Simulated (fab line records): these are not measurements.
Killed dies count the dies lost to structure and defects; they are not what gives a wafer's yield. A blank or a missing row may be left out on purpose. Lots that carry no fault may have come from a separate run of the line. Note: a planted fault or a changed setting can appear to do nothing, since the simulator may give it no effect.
Chamber matching | flow sky130 | SKY_FIELD_ISO_CMP_27 on cmp-01 has 4 sister chambers
The step polishes, stops on Si3N4, t overpolish 16 s, target thk 457.8 nm. 8 wafers are shown with their chamber, then 9 later ones without.

== WAFERS, EACH WITH ITS CHAMBER ==
wafer  | chamber | motor_current_A (A) | time_to_endpoint_s (s)
L477.1 | 1       | 13.0                | 112
L478.1 | 1       | 12.7                | 111
L478.2 | 0       | 11.1                | 113
L482.3 | 3       | 11.3                | 112
L482.5 | 3       | 11.4                | 114
L483.3 | 0       | 10.7                | 119
L483.4 | 2       | 13.3                | 108
L483.5 | 2       | 12.5                | 110

== WAFERS WITHOUT THEIR CHAMBER ==
wafer  | motor_current_A (A) | time_to_endpoint_s (s)
L486.1 | 11.5                | 109
L486.4 | 12.1                | 114
L486.6 | 11.1                | 110
L487.2 | 11.3                | 116
L487.4 | 13.1                | 111
L487.5 | 12.8                | 117
L488.4 | 13.1                | 109
L488.5 | 12.5                | 108
L488.6 | 11.9                | 108

== EACH ONE'S CHAMBER ==
wafer  | from the rows above               | in truth
L486.1 | can't be placed: 3 or 0           | 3
L486.4 | can't be placed: 3 or 1 or 2 or 0 | 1
L486.6 | can't be placed: 3 or 0           | 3
L487.2 | can't be placed: 0 or 3           | 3
L487.4 | can't be placed: 1 or 2           | 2
L487.5 | can't be placed: 1 or 2           | 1
L488.4 | can't be placed: 2 or 1           | 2
L488.5 | can't be placed: 2 or 1           | 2
L488.6 | can't be placed: 3 or 2 or 1 or 0 | 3
0 of 9 placed correctly. Can't be placed from these rows: 9 (the true chamber is among the candidates in 9). Number placed wrongly: 0.
How it was worked out, from the rows above alone: a wafer's distance from a chamber is the root of the sum, over the readings, of the square of ((its reading less the chamber's mean) divided by the reading's scatter). If the next closest chamber is less than 2 further off than the closest, the wafer can't be placed; otherwise it belongs to the closest. The mean given for a chamber averages the wafers shown for that chamber. The scatter: take each reading less its chamber's mean, square it, sum over the shown wafers, divide by the number of wafers less the number of chambers, and take the root.
